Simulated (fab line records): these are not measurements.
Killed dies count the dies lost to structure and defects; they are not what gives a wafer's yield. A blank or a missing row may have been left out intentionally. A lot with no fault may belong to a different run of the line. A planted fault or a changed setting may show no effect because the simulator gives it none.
A lot that was struck, set against a sound lot	flow sky130	15 out of 708 route steps
Sound: these wafers, L151.1, L151.3, L151.4. The struck wafers were L160.5, L160.6. The cause is given at the end.
For every step that has rows: the tool of each side, followed by ch and its chambers, followed by its first start. Under that, the readings that differ: sound wafers	struck wafers	difference of the means	sigmas: that difference in standard deviations of wafers without a fault.
alike: same words and numbers on both sides, and readings whose means sit less than 2 such deviations apart. not compared: any withheld reading, any reading some wafer has no value for, any bound like >300 that may hide the same value, and any number with overlapping values for which the record gives no deviation.
The two part at a step that has a row with sigmas, a row that says differs or no value, or rows on one side only. When numbers do not overlap yet have no deviation, they are printed without sigmas and do not part them. A reading that every wafer of one side lacks parts them only if that side has two wafers or more.

first, 8 steps without rows for these wafers: SKY_FIELD_ISO_DEHYDRATE_05 (time 60 s); SKY_FIELD_ISO_HMDS_06 (prime time 60 s); SKY_FIELD_ISO_COAT_07 (resist thk 60 nm); SKY_FIELD_ISO_COAT_08 (resist thk 450 nm); SKY_FIELD_ISO_SOFTBAKE_09 (time 90 s); SKY_FIELD_ISO_EXPOSE_10 (exposes mask FOM, target cd 150 nm); SKY_FIELD_ISO_PEB_11; SKY_FIELD_ISO_DEVELOP_12 (develop time 60 s).
SKY_FIELD_ISO_CD_MEAS_13 targets a cd of 150 nm.
  sound on cd sem-01 at day 3 23:45; struck on cd sem-02 at day 5 22:56
reading	sound	struck	difference	sigmas
cd nm (nm)	153.0 151.4 149.4	148.7 147.8	-3.0	-2
SKY_FIELD_ISO_ETCH_14: etches BARC in N2/H2, stops on SiO2, time 45.9 s, target depth 60 nm.
  sound on rie diel-03 ch 0,1,2, day 3 23:52; struck on rie diel-03 ch 2,3, day 5 22:59
reading	sound	struck	difference	sigmas
rf hours counter h (h)	118 161 49	- -	no value on the struck wafers	
  alike: drypump motor current A, oes product au, run length s, throttle valve pct
SKY_FIELD_ISO_ETCH_15: etches the open film in CHF3/O2, stops on Si, target depth 180 nm, time 72 s.
  sound on rie diel-03 ch 0,1,2, day 3 23:55; struck on rie diel-03 ch 2,3, day 5 23:02
reading	sound	struck	difference	sigmas
rf hours counter h (h)	118 161 49	- -	no value on the struck wafers	
  alike: drypump motor current A, oes product au, run length s, throttle valve pct
SKY_FIELD_ISO_STRIP_16: strips in O2/N2.
  sound on plasma asher-04 ch 0,1, day 3 23:58; struck on plasma asher-01 ch 0,1, day 5 23:08
  alike: drypump motor current A, oes product au, strip time to endpoint s
  not compared: rf hours counter h
SKY_FIELD_ISO_ETCH_17: etches Si in HBr/Cl2/O2, target depth 342 nm, time 97.7 s.
  sound on rie si-01 ch 0,1,3, day 4 00:04; struck on rie si-01 ch 0,3, day 5 23:13
reading	sound	struck	difference	sigmas
rf hours counter h (h)	83 87 106	- -	no value on the struck wafers	
run length s (s)	126.0 125.8 126.2	130.4 131.0	+4.7	+12
model.etch.depth nm (nm)	343.2 342.9 342.1	352.5 353.8	+10.4	
model.FIELD_ISO.feature depth nm (nm)	343.2 342.9 342.1	352.5 353.8	+10.4	
  alike: drypump motor current A, oes product au, throttle valve pct
then, 1 step without rows for these wafers: SKY_FIELD_ISO_WET_ETCH_18 (etches Si3N4 in H3PO4, target depth 25 nm, time 286 s).
-- a jump in the record: the struck wafers' starts before and after are 44 days apart (it breaks off in module FIELD_ISO and resumes in module PAD_OPEN, where the first step shown is number 708 of the route) --
SKY_PAD_OPEN_PROBE_99:
  sound on prober-01 at day 48 08:50; struck on prober-02 at day 50 09:01
reading	sound	struck	difference	sigmas
model.etest.res_p_drift_20v.line ohm um	1.071e+04 1.085e+04 1.069e+04	1.298e+04 1.33e+04	+2.390e+03	
model.etest.res_p_drift_20v.rs ohm sq	9026 9160 9007	1.096e+04 1.088e+04	+1.856e+03	
model.etest.pfet_16v.r on ohm um	1.512e+04 1.537e+04 1.525e+04	1.563e+04 1.559e+04	+3.633e+02	
model.etest.res iso pwell.rs ohm sq	3334 3389 3400	3473 3492	+108	
model.etest.res iso pwell.line ohm um	1273 1292 1268	1306 1322	+36	
model.etest.res nwell.rs ohm sq	914 917.7 917.2	940.1 935.7	+21.6	
model.etest.cap poly to well.c af um2	92.96 94.36 91.11	90.07 89.32	-3.12	
model.etest.field p.vt v (V)	-39.94 -40.51 -40.35	-41.72 -41.76	-1.47	
  alike: killed_at_M0_to_M3, killed_at_M4_up, killed at contacts, killed at front end, killed at other, killed dies, killed on rim, killed open, killed short

## WHERE THEY PART
First at SKY_FIELD_ISO_CD_MEAS_13; last, within this record, at SKY_FIELD_ISO_ETCH_17. Later steps at which nothing parts them and some readings are alike: SKY_PAD_OPEN_PROBE_99.

WHY: whatever the simulator had introduced
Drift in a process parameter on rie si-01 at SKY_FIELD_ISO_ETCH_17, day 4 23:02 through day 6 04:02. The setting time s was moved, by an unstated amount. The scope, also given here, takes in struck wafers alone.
